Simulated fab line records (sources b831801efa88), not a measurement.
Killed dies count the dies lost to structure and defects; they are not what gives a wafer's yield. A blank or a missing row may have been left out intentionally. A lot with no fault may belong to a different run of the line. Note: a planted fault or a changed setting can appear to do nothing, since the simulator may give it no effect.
Matching of chambers || flow gf180mcu || 4 sister chambers for GF_CONTACT_CMP_04 on cmp-01
The step polishes SiO2. 4 wafers are shown with their chamber, then 6 later ones without.

== WAFERS, EACH WITH ITS CHAMBER ==
{"wafer": "L760.1", "chamber": 0, "motor current A (A)": 11.4}
{"wafer": "L760.3", "chamber": 2, "motor current A (A)": 10.1}
{"wafer": "L764.2", "chamber": 1, "motor current A (A)": 11.4}
{"wafer": "L764.3", "chamber": 3, "motor current A (A)": 10.4}

== WAFERS MISSING THEIR CHAMBER ==
{"wafer": "L764.4", "motor current A (A)": 10.1}
{"wafer": "L768.1", "motor current A (A)": 10.4}
{"wafer": "L768.6", "motor current A (A)": 11.1}
{"wafer": "L772.2", "motor current A (A)": 11.3}
{"wafer": "L772.4", "motor current A (A)": 10.2}
{"wafer": "L772.6", "motor current A (A)": 9.7}

== THE CHAMBER EACH PASSED THROUGH ==
{"wafer": "L764.4", "from the rows above": "can't be placed: 2 or 3", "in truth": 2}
{"wafer": "L768.1", "from the rows above": "can't be placed: 3 or 2", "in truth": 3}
{"wafer": "L768.6", "from the rows above": "can't be placed: 0 or 1 or 3", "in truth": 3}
{"wafer": "L772.2", "from the rows above": "can't be placed: 0 or 1", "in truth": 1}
{"wafer": "L772.4", "from the rows above": "can't be placed: 2 or 3", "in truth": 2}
{"wafer": "L772.6", "from the rows above": "can't be placed: 2 or 3", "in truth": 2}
Correct placement for 0 of the 6. Unplaceable from these rows: 6, with the true chamber sitting among the candidates in 6. 0 placed wrongly.
How it was worked out, from the rows above alone: a wafer's distance from a chamber is the root of the sum, over the readings, of the square of ((its reading less the chamber's mean) divided by the reading's scatter). The wafer belongs to the nearest chamber; if the next one is less than 2 further off, it can't be placed. A chamber's mean is the mean of its shown wafers. The scatter: root of mean squared gap, hidden wafer to nearest shown wafer, with one shown wafer a chamber.
